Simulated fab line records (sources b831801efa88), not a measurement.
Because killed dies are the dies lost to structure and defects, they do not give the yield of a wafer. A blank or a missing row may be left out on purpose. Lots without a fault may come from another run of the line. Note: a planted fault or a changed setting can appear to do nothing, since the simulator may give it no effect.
Chamber matching | flow sky130 | 4 sister chambers for SKY_CONTACT_CMP_04 on cmp-01
The step polishes SiO2. 22 wafers are shown with their chamber, then 11 later ones without.

WAFERS, EACH WITH ITS CHAMBER
wafer  | chamber | motor-current-A (A) | time-to-endpoint-s (s) | head-pressure-psi (psi)
L074.2 | 0       | 11.3                | 85                     | 3.994
L074.4 | 2       | 13.1                | 80                     | 3.995
L074.5 | 1       | 11.4                | 80                     | 3.989
L076.2 | 0       | 10.9                | 82                     | 3.993
L076.4 | 2       | 12.6                | 79                     | 3.990
L076.5 | 1       | 11.6                | 74                     | 4.003
L077.2 | 3       | 11.2                | 81                     | 3.997
L077.3 | 1       | 11.8                | 71                     | 3.978
L077.5 | 1       | 11.8                | 76                     | 3.983
L078.2 | 0       | 10.8                | 84                     | 3.996
L078.4 | 3       | 10.9                | 87                     | 3.994
L078.6 | 1       | 11.1                | 84                     | 4.003
L082.1 | 3       | 11.3                | 88                     | 3.992
L082.4 | 2       | 12.9                | 83                     | 3.998
L082.6 | 2       | 13.8                | 84                     | 4.003
L083.4 | 0       | 11.6                | 85                     | 3.996
L083.5 | 3       | 11.4                | 89                     | 3.989
L083.6 | 0       | 11.2                | 77                     | 4.001
L084.2 | 1       | 12.2                | 79                     | 4.006
L084.5 | 1       | 11.7                | 83                     | 3.996
L084.6 | 2       | 12.6                | 89                     | 4.000
L086.2 | 3       | 10.7                | 83                     | 3.998

SIGNATURES, as means of the wafers listed above
reading            | chamber 0 | chamber 1 | chamber 2 | chamber 3 | scatter within a chamber
motor-current-A    | 11.160    | 11.657    | 13.000    | 11.100    | 0.369
time-to-endpoint-s | 82.60     | 78.14     | 83.00     | 85.60     | 4.01
head-pressure-psi  | 3.99600   | 3.99400   | 3.99720   | 3.99400   | 0.00708
Rule: a wafer lies at a distance from a chamber equal to the root of the sum of squares, over the readings, of (its reading less the chamber's mean, divided by the reading's scatter). If the next closest chamber is less than 2 further off than the closest, the wafer can't be placed; otherwise it belongs to the closest. The scatter is the square root of a quotient: the sum, over the shown wafers, of each reading's squared deviation from its chamber's mean, divided by wafers minus chambers.

WAFERS WITH NO CHAMBER GIVEN
wafer  | motor-current-A (A) | time-to-endpoint-s (s) | head-pressure-psi (psi)
L086.5 | 11.4                | 83                     | 3.994
L086.6 | 11.0                | 85                     | 4.003
L091.1 | 12.5                | 82                     | 3.980
L091.3 | 11.0                | 78                     | 3.998
L091.4 | 11.7                | 76                     | 3.993
L092.3 | 11.9                | 79                     | 3.986
L092.4 | 11.3                | 79                     | 3.991
L092.5 | 11.0                | 85                     | 3.987
L096.2 | 13.1                | 80                     | 3.983
L096.3 | 11.5                | 77                     | 3.990
L096.4 | 11.7                | 82                     | 4.004

EACH ONE'S CHAMBER
wafer  | from the rows above               | in truth
L086.5 | can't be placed: 0 or 3 or 1      | 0
L086.6 | can't be placed: 0 or 3 or 1      | 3
L091.1 | can't be placed: 2 or 1 or 0 or 3 | 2
L091.3 | can't be placed: 0 or 1 or 3      | 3
L091.4 | can't be placed: 1 or 0           | 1
L092.3 | can't be placed: 1 or 0 or 3      | 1
L092.4 | can't be placed: 1 or 0 or 3      | 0
L092.5 | can't be placed: 3 or 0 or 1      | 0
L096.2 | 2                                 | 2
L096.3 | can't be placed: 1 or 0 or 3      | 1
L096.4 | can't be placed: 1 or 0 or 3 or 2 | 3
Correctly placed: 1 of 11. Unplaceable from these rows: 10, with the true chamber sitting among the candidates in 10. Placed wrongly: 0.
